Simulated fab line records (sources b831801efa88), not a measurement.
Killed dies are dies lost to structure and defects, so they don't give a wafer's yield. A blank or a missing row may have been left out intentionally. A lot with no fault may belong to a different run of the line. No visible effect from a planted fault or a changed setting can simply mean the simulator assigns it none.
Chamber matching	flow sky130	SKY_CONTACT_CMP_27 on cmp-02: 4 sister chambers
The step polishes, stops on SiO2, t overpolish 15 s, target thk 0 nm. 14 wafers are shown with their chamber, then 7 later ones without.

== WAFERS, EACH WITH ITS CHAMBER ==
wafer	chamber	motor current A (A)	slurry flow ml min	overpolish run s (s)
L844.1	3	9.9	149.7	14.997
L844.2	2	10.4	149.5	14.992
L844.3	0	11.1	150.3	15.007
L847.1	3	10.0	149.2	15.008
L847.4	2	10.1	149.8	15.012
L847.6	3	10.4	149.2	15.000
L849.2	2	10.1	150.0	14.992
L849.4	0	11.1	149.2	15.001
L849.5	0	10.1	149.5	15.003
L850.1	2	9.4	149.8	14.995
L850.2	3	10.6	150.1	15.007
L850.6	0	11.0	150.9	15.009
L853.3	1	11.7	150.7	15.011
L853.5	3	10.8	149.6	15.003

SIGNATURES, as means of the wafers listed above
reading	chamber 0	chamber 1	chamber 2	chamber 3	scatter within a chamber
motor current A	10.825	11.700	10.000	10.340	0.429
slurry flow ml min	149.975	150.700	149.775	149.560	0.499
overpolish run s	15.00500	15.01100	14.99775	15.00300	0.00635
Rule: for each reading, subtract the chamber's mean from the wafer's reading, divide by that reading's scatter and square the result; add these up over the readings and take the root, which gives the wafer's distance from the chamber. The wafer belongs to the nearest chamber; if the next one is less than 2 further off, it can't be placed. The scatter: the root of (the sum of the squares of (reading less its chamber's mean) over the shown wafers, divided by (wafers less chambers)).

== WAFERS WHOSE CHAMBER IS MISSING ==
wafer	motor current A (A)	slurry flow ml min	overpolish run s (s)
L853.6	11.2	151.1	14.991
L857.1	10.4	151.1	15.001
L857.4	10.7	150.1	14.999
L857.6	11.5	150.1	15.008
L861.3	11.5	150.2	15.014
L861.5	10.0	149.5	15.009
L861.6	10.2	150.1	15.011

== WHICH CHAMBER EACH WENT THROUGH ==
wafer	from the rows above	in truth
L853.6	can't be placed: 0 or 1 or 2 or 3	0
L857.1	can't be placed: 0 or 2 or 3 or 1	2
L857.4	can't be placed: 0 or 3 or 2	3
L857.6	can't be placed: 1 or 0 or 3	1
L861.3	can't be placed: 1 or 0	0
L861.5	can't be placed: 3 or 2 or 0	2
L861.6	can't be placed: 3 or 0 or 2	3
Correctly placed: 0 of 7. Can't be placed from these rows: 7 (the true chamber is among the candidates in 7). 0 placed wrongly.
